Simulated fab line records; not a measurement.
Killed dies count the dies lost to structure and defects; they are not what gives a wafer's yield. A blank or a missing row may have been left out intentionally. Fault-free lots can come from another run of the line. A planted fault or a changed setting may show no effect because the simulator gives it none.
A lot that was struck, set against a sound lot | flow sky130 | 14 out of 708 route steps
Sound: the wafers L258.2, L258.3, L258.5. Wafers L251.2, L251.4, L251.6 were the ones struck. The cause is given at the end.
Order at every step that has rows: each side's tool, ch and its chambers, its first start. Under that, the readings that differ: sound wafers | struck wafers | difference of the means | sigmas: that difference in standard deviations of wafers without a fault.
alike: readings whose means differ by less than 2 such deviations, and words and numbers that are the same on both sides. not compared: withheld readings, readings that some wafer has no value for, bounds like >300 that may hide the same value, and numbers for which the record gives no deviation and whose values overlap.
The two part at a step that has a row with sigmas, a row that says differs or no value, or rows on one side only. When numbers do not overlap yet have no deviation, they are printed without sigmas and do not part them. Lack of a reading on every wafer of one side parts them only where that side has two or more wafers.

SKY_POLY_GATE_ETCH_15: etches BARC in N2/H2, stops on SiO2, time 118.5 s, target depth 110 nm.
  sound on rieDiel-01 ch 0,1, day 24 11:47; struck on rieDiel-03 ch 0,1,2, day 22 14:21
  alike: drypumpMotorCurrentA, oesProductAu, throttleValvePct
  not compared: rfHoursCounterH
SKY_POLY_GATE_ETCH_16: etches Si3N4 in CH3F/O2, stops on poly-Si, time 147.5 s, target depth 75 nm.
  sound on rieDiel-01 ch 0,1, day 24 11:52; struck on rieDiel-03 ch 0,1,2, day 22 14:26
  alike: drypumpMotorCurrentA, oesProductAu, throttleValvePct
  not compared: rfHoursCounterH
SKY_POLY_GATE_ETCH_17: etches poly-Si in HBr/Cl2, stops on SiO2, target depth 180 nm, time 70.5 s.
  sound on rieSi-02 ch 0,1,2, day 24 11:58; struck on rieSi-01 ch 0,3, day 22 14:32
  alike: drypumpMotorCurrentA, oesProductAu, throttleValvePct
  not compared: rfHoursCounterH
SKY_POLY_GATE_STRIP_18: strips in O2/N2.
  sound on plasmaAsher-01 ch 0, day 24 12:01; struck on plasmaAsher-02 ch 0,1, day 22 14:35
  alike: drypumpMotorCurrentA, o2FlowSccm, oesProductAu, stripTimeToEndpointS
  not compared: rfHoursCounterH
then, 2 steps without rows for these wafers: SKY_POLY_GATE_CLEAN_19 (cleans in SC1/SC2, time 150 s); SKY_POLY_GATE_OXIDATION_20 (stabilise 600 s, purge 300 s, target thk 4 nm).
SKY_POLY_GATE_THK_MEAS_21:
  sound on filmMetro-02 at day 24 13:26; struck on filmMetro-01 at day 22 16:00
  alike: POLY_GATE_OXIDATION_THK
SKY_POLY_GATE_CD_MEAS_22:
  sound on cdSem-02 at day 24 13:31; struck on cdSem-02 at day 22 16:05
  alike: cdNm
then, 4 steps without rows for these wafers: SKY_LDD_N_DEHYDRATE_00 (time 60 s); SKY_LDD_N_HMDS_01 (prime time 60 s); SKY_LDD_N_COAT_02 (resist thk 300 nm); SKY_LDD_N_SOFTBAKE_03 (time 60 s).
SKY_LDD_N_EXPOSE_04: exposes mask NTM, target cd 840 nm.
  sound on ilineStepper-02 ch 0, day 25 04:13; struck on ilineStepper-02, day 23 07:34
  no value came back on the struck wafers for exposureDoseMJCm2, focusOffsetNm (nm); on the sound wafers exposureDoseMJCm2 reads 109.89 110.01 110.08
  alike: mask
after that, 1 step had no rows for these wafers: SKY_LDD_N_PEB_05.

## WHERE THEY PART
Only at SKY_LDD_N_EXPOSE_04, as far as this record shows.

WHY: the cause the simulator had injected
Beginning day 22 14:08, the whole step at SKY_LDD_N_EXPOSE_04 was skipped on ilineStepper-02. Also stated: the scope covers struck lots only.
